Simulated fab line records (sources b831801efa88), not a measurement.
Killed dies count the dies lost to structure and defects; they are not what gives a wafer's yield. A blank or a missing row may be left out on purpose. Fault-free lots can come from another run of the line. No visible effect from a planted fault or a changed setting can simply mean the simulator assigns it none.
A struck lot beside a sound one    flow sfq line    15 steps out of a route of 325
Sound: wafers L430.1, L430.2, L430.6. Struck: wafer L442.1 (left out: L442.4, L442.5 of the same lot, which were not struck); the cause appears at the end.
Each step with rows lists, per side, the tool, then ch with its chambers, then its first start. Under that, the readings that differ: sound wafers    struck wafers    difference of the means    sigmas: that difference in standard deviations of wafers without a fault.
alike: words and numbers the same on both sides, and readings whose means are apart by under 2 such deviations; not compared: readings that were withheld, readings missing a value for some wafer, numbers with overlapping values and no deviation given by the record, and bounds like >300 which may hide the same value.
The two part at a step that has a row with sigmas, a row that says differs or no value, or rows on one side only. Numbers that have no deviation but don't overlap get no sigmas and don't part them. A reading that every wafer of one side lacks parts them only if that side has two wafers or more.

first, 1 step without rows for these wafers: SFQ_TRILAYER_M0_STRIP_SOLV_CLEAN_026 (cleans in NMP, time 600 s).
SFQ_TRILAYER_I0_DEP_PECVD_027: deposits SiO2 from SiH4/N2O, time 111.11 s, target thk 500 nm.
  sound on pecvd-01 ch 0,1, day 13 10:00; struck on pecvd-01 ch 1, day 18 03:14
  alike: heater power outer w, heater power w, throttle valve pct
SFQ_TRILAYER_I0_CMP_CMP_028: polishes SiO2.
  sound on cmp-02 ch 0,1,3, day 13 14:29; struck on cmp-02 ch 1, day 18 03:19
  alike: motor current A, time to endpoint s
SFQ_I0_BOW_MEAS_907:
  sound on film metro-02, day 13 16:29; struck on film metro-04, day 18 06:19
  alike: I0_BOW
SFQ_TRILAYER_I0_METRO_MEASURE_029:
  sound on film metro-02, day 13 16:37; struck on film metro-04, day 18 06:26
  alike: thk nm
then, 6 steps without rows for these wafers: SFQ_TRILAYER_I0_VIA_LITHO_COAT_036 (resist thk 62 nm); SFQ_TRILAYER_I0_VIA_LITHO_COAT_031 (resist thk 650 nm); SFQ_TRILAYER_I0_VIA_LITHO_SOFTBAKE_035; SFQ_TRILAYER_I0_VIA_LITHO_EXPOSE_032 (exposes mask I0, target cd 500 nm); SFQ_TRILAYER_I0_VIA_LITHO_PEB_034 (peb time 60 s); SFQ_TRILAYER_I0_VIA_LITHO_DEVELOP_033 (time 60 s).
-- the record jumps here: 7 days lie between the struck wafers' starts before and after --
SFQ_I0_OVL_MEAS_908:
  sound on overlay-02, day 19 04:45; struck on overlay-02, day 25 04:06
  alike: I0_OVL
SFQ_TRILAYER_I0_VIA_BARC_OPEN_VIA_ETCH_046: etches BARC in O2, target depth 125 nm, time 41.7 s.
  sound on rie diel-02 ch 0,1,3, day 19 04:47; struck on rie diel-02 ch 1, day 25 04:08
reading                                                  sound              struck  difference  sigmas
model.KrF_of_TRILAYER_I0_VIA_LITHO_COAT_031.thk nm (nm)  572.1 568.7 570.8  573.7   +3.2        
  alike: drypump motor current A, oes product au
  not compared: rf hours counter h
SFQ_TRILAYER_I0_VIA_ETCH_VIA_ETCH_034: etches SiO2 in CHF3, stops on Nb, target depth 260 nm.
  sound on rie diel-02 ch 0,1,3, day 19 04:49; struck on rie diel-02 ch 1, day 25 04:11
reading                                                  sound              struck  difference  sigmas
model.KrF_of_TRILAYER_I0_VIA_LITHO_COAT_031.thk nm (nm)  527.7 522.4 525.5  527.9   +2.7        
  alike: drypump motor current A, oes product au
SFQ_TRILAYER_I0_VIA_STRIP_STRIP_035: strips in O2.
  sound on rie metal-02 ch 0,1, day 19 04:56; struck on rie metal-01 ch 1, day 25 04:17
  alike: drypump motor current A, he backside leak sccm, oes product au
  not compared: rf hours counter h

## WHERE THEY PART
Nowhere in this record.

WHY: the cause the simulator had injected
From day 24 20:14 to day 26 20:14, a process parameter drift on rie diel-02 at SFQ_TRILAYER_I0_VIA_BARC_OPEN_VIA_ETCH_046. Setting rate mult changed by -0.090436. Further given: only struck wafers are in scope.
